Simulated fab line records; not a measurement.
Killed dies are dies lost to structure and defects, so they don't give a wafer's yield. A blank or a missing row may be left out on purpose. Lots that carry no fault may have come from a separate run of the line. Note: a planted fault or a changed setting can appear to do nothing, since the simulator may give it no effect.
The tool behind it: which one? -- flow gf180mcu -- 6 lots with 18 wafers sampled at 2 steps, on a route of 602 steps

WHAT EACH GAUGE READ, for each wafer
GF_LVPWELL_OVL_MEAS_07.
lot,measured,on,LVPWELL_OVL (nm)
L379,day 4 07:16,overlay-02,-1.2 -1.3 -2.0
L381,day 4 19:47,overlay-01,0.2 2.3 -1.2
L385,day 5 17:04,overlay-02,2.2 0.1 3.1
L387,day 6 04:53,overlay-01,1.5 -0.2 -0.2
L394,day 7 19:19,overlay-01,- - -
L399,day 9 03:59,overlay-01,-0.8 -0.4 -0.1

WHICH TOOL RAN EACH LOT (tool, then ch and the chambers of the sampled wafers, then the start)
lot,GF_LVPWELL_DEVELOP_06
L379,"lithoTrack-04 ch 0, day 4 07:00"
L381,"lithoTrack-03 ch 0, day 4 19:00"
L385,"lithoTrack-04 ch 0, day 5 16:00"
L387,"lithoTrack-02 ch 0, day 6 04:00"
L394,"lithoTrack-04 ch 0, day 7 19:00"
L399,"lithoTrack-03 ch 0, day 9 03:00"
- GF_LVPWELL_DEVELOP_06: develop time 60 s.

THE ANSWER, worked out from the rows above alone
Rule: what is usual is taken from the lots themselves. Put in order of their means at a reading, lots are off if they are a third of the lots or fewer, leave a main group of 4 or more, and stand apart from it by a gap of 3 or more times the standard deviation of the main group's means; of several such gaps the widest counts. A main group whose means are all the same, to the digits that the tables above print for the reading, isn't used. A lot without any number at a reading at which 4 lots or more have one is off too. Where the step has rows for the other lots, those lots are counted as sound.
Off: L394, at GF_LVPWELL_OVL_MEAS_07 (LVPWELL_OVL). Without a number there: L394. Main group: mean 0.1 nm, sd 1.1.
If a tool, at a process step before that reading, ran all the lots that are off and no sound lot after the first of them, it fits. The gauges at GF_LVPWELL_OVL_MEAS_07 are tried like those tools. One candidate fits, namely lithoTrack-04 at GF_LVPWELL_DEVELOP_06. A fault onset in the window from L385 (day 5 16:00, its last sound lot) to L394 (day 7 19:00, its first lot off) fits.

WHAT WAS PUT IN BY THE SIMULATOR
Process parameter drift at GF_LVPWELL_DEVELOP_06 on lithoTrack-04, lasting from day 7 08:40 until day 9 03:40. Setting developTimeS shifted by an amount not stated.
Lots struck among those shown: L394. This agrees with what the rule above found.
